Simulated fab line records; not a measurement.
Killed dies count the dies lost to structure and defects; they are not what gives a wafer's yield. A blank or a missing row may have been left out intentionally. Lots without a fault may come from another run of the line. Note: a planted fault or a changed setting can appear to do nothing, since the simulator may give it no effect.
Split-lot trial	flow sky130	5 lots, 23 wafers read, on a route of 708 steps

## ABOUT THE SPLIT
At SKY_DNWELL_SOFTBAKE_03, the setting tempC was moved away from the recipe's 110 C on 7 of the 23 wafers read, by -1.5% to +3.3%. The other wafers ran this setting at the recipe's value.

## FROM THE SPLIT TO THE READING: what the file shows between them, 2 steps
- SKY_DNWELL_EXPOSE_04: exposes mask DNM, target cd 3000 nm
- SKY_DNWELL_PEB_05

## THE READING
coat_of_DNWELL_COAT_02.thkNm (the simulator's own value, which no gauge read), in nm, at SKY_DNWELL_DEVELOP_06 (develop time 60 s). The file gives no usual value for it. Here, 16 wafers ran the recipe; their average is 2998 nm with a standard deviation of 6.7 nm.

wafer	tool, chamber at the split	tempC as run, C	against the recipe	coat_of_DNWELL_COAT_02.thkNm, nm	against lot-mates on the recipe
L074.1	lithoTrack-02, 0	110	recipe	2990	-
L074.4	lithoTrack-02, 0	110	recipe	2989	-
L074.5	lithoTrack-02, 0	110	recipe	2983	-
L075.1	lithoTrack-01, 0	110	recipe	2998	-
L075.4	lithoTrack-01, 0	110	recipe	2998	-
L075.2	lithoTrack-01, 0	110	recipe	3003	-
L075.3	lithoTrack-01, 0	110	recipe	3001	-
L075.5	lithoTrack-01, 0	110	recipe	3002	-
L078.1	lithoTrack-03, 0	110	recipe	3004	-
L078.2	lithoTrack-03, 0	108.3	-1.5%	3017	+14
L078.3	lithoTrack-03, 0	110	recipe	2998	-
L078.4	lithoTrack-03, 0	110	recipe	3008	-
L078.5	lithoTrack-03, 0	108.3	-1.5%	3016	+13
L080.1	lithoTrack-02, 0	110	recipe	3001	-
L080.2	lithoTrack-02, 0	111.9	+1.7%	2985	-20
L080.3	lithoTrack-02, 0	111.9	+1.7%	2981	-24
L080.5	lithoTrack-02, 0	111.9	+1.7%	2983	-22
L080.6	lithoTrack-02, 0	110	recipe	3010	-
L084.1	lithoTrack-03, 0	110	recipe	2994	-
L084.3	lithoTrack-03, 0	113.6	+3.3%	2965	-31
L084.4	lithoTrack-03, 0	110	recipe	2996	-
L084.5	lithoTrack-03, 0	113.6	+3.3%	2967	-29
L084.6	lithoTrack-03, 0	110	recipe	2999	-

FIT RESULTS
A straight line over all 23 wafers: coat_of_DNWELL_COAT_02.thkNm changes by -10 nm for each +1% of tempC; r = -0.90; the points scatter about the line by 6 nm.
The same after taking each lot's own level away (the mean of its wafers on the recipe; 23 wafers): -9.95 nm for each +1%; r = -0.96; scatter 3.5 nm.
On that fit, the largest move of tempC shifts the reading by 33 nm.
From 2987.3 to 3005.5 nm: that is the span of the lots' own levels, equal to 2.7 times the standard deviation above.
The two slopes agree, so the slope changes little with the lot-to-lot level.
Check: with one of the wafers moved furthest among these (+3.3%) left out of the fit, the line predicts -34.1 nm for it against its lot-mates. It came out at -31.3 nm against them.

## THE OTHER SPLITS THESE WAFERS WENT THROUGH
Before the reading, these wafers also passed through other splits. Each is held against what the fit with the lots' levels taken away leaves over:
other split on the same wafers	wafers away from the commonest value	r with coat_of_DNWELL_COAT_02.thkNm (lot level and that fit taken away)
SKY_FIELD_ISO_COAT_07 resistThkNm	6	-0.33
SKY_FIELD_ISO_EXPOSE_10 doseMj	8	+0.23
SKY_FIELD_ISO_OXIDATION_22 oxTimeS	10	-0.30

## THE WHOLE CHAIN: every reading that the file lists as answering this split, in the file's order
step	what it does	reading	change (the file's fit)	r (the file's)
SKY_DNWELL_DEVELOP_06	develop time 60 s	coat_of_DNWELL_COAT_02.thkNm (the simulator's own value, which no gauge read)	-9.92 nm for each +1% of the setting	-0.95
SKY_DNWELL_STRIP_08	strips in O2/N2	stripTimeToEndpointS	withheld for each +1% of the setting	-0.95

## FILE'S OWN FIT
coat_of_DNWELL_COAT_02.thkNm changes by -9.92 nm for each +1% of tempC, r = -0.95.
